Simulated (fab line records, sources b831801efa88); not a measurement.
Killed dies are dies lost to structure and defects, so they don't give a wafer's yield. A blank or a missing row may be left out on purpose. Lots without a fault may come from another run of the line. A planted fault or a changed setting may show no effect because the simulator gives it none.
A struck lot beside a sound one | flow sky130 | 16 steps out of a route of 708
Sound: wafers L909.2, L909.3, L909.5. Struck: wafer L920.6. (L920.3, L920.5 of the same lot were not struck and are left out.) The cause comes at the end.
At each step with rows: each side's tool, then ch and its chambers, then its first start. Under that, the readings that differ: sound wafers | struck wafers | difference of the means | sigmas: that difference in standard deviations of wafers without a fault.
alike: readings whose means differ by less than 2 such deviations, and words and numbers that are the same on both sides. not compared: withheld readings, readings that some wafer has no value for, bounds like >300 that may hide the same value, and numbers for which the record gives no deviation and whose values overlap.
The two part at a step that has a row with sigmas, a row that says differs or no value, or rows on one side only. Numbers that don't overlap but have no deviation are shown without sigmas and don't part them. A reading that every wafer of one side lacks parts them only if that side has two wafers or more.

first, 6 steps without rows for these wafers: SKY_METAL5_HMDS_08 (prime time 60 s); SKY_METAL5_COAT_09 (resist thk 1800 nm); SKY_METAL5_SOFTBAKE_10 (time 60 s); SKY_METAL5_EXPOSE_11 (exposes mask MM5, target cd 1600 nm); SKY_METAL5_PEB_12; SKY_METAL5_DEVELOP_13 (develop time 60 s).
SKY_METAL5_DESCUM_14: chemistry O2, time 11 s.
  sound on rie_metal-02 ch 0,1, day 45 02:05; struck on rie_metal-04 ch 1, day 47 06:32
  reading               | sound             | struck | difference | sigmas
  oes_product_au (a.u.) | 1.005 0.999 1.004 | 0.973  | -0.030     | -2
  alike: drypump_motor_current_A, temp_c
  not compared: rf_hours_counter_h
SKY_METAL5_METAL_ETCH_15: etches the open film in Cl2/BCl3, stops on SiO2, target depth 1260 nm, time 252 s.
  sound on rie_metal-02 ch 0,1, day 45 02:08; struck on rie_metal-04 ch 1, day 47 06:38
  alike: drypump_motor_current_A, mfc_cl2_sccm, oes_product_au, throttle_valve_pct
  not compared: rf_hours_counter_h
SKY_METAL5_STRIP_16: strips in O2/N2.
  sound on plasma_asher-04 ch 0,1, day 45 02:22; struck on plasma_asher-01 ch 1, day 47 06:49
  alike: drypump_motor_current_A, oes_product_au, strip_time_to_endpoint_s
  not compared: rf_hours_counter_h
then, 3 steps without rows for these wafers: SKY_METAL5_STRIP_17 (strips in post etch residue remover, time 1200 s); SKY_METAL5_CLEAN_18 (cleans in IPA, time 180 s); SKY_METAL5_CLEAN_19 (cleans in O3/DIW).
SKY_PASSIVATION_CVD_00: deposits SiO2, target thk 90 nm.
  sound on pecvd-04 ch 0,1,2, day 45 02:58; struck on pecvd-03 ch 0, day 47 07:23
  reading                                      | sound             | struck | difference | sigmas
  model.SiO2_of_PASSIVATION_CVD_00.thk_nm (nm) | 91.19 89.06 91.37 | 164.9  | +74.4      |
  alike: heater_power_w, susceptor_temp_C
SKY_PASSIVATION_THK_MEAS_01:
  sound on film_metro-04, day 45 02:59; struck on film_metro-04, day 47 07:25
  reading                     | sound          | struck | difference | sigmas
  PASSIVATION_CVD_00_THK (nm) | 91.2 89.0 91.4 | 164.9  | +74.4      | +57
SKY_PASSIVATION_CVD_02: deposits Si3N4, target thk 540 nm.
  sound on pecvd-03 ch 0,2, day 45 03:02; struck on pecvd-04 ch 0, day 47 07:28
  alike: heater_power_w, susceptor_temp_C
SKY_PAD_OPEN_PROBE_99:
  the record has rows for the sound wafers here (prober-02, day 46 22:31) and none for the struck ones

WHERE THEY PART
First at SKY_METAL5_DESCUM_14; last, within this record, at SKY_PAD_OPEN_PROBE_99.

WHY: what the simulator had put in
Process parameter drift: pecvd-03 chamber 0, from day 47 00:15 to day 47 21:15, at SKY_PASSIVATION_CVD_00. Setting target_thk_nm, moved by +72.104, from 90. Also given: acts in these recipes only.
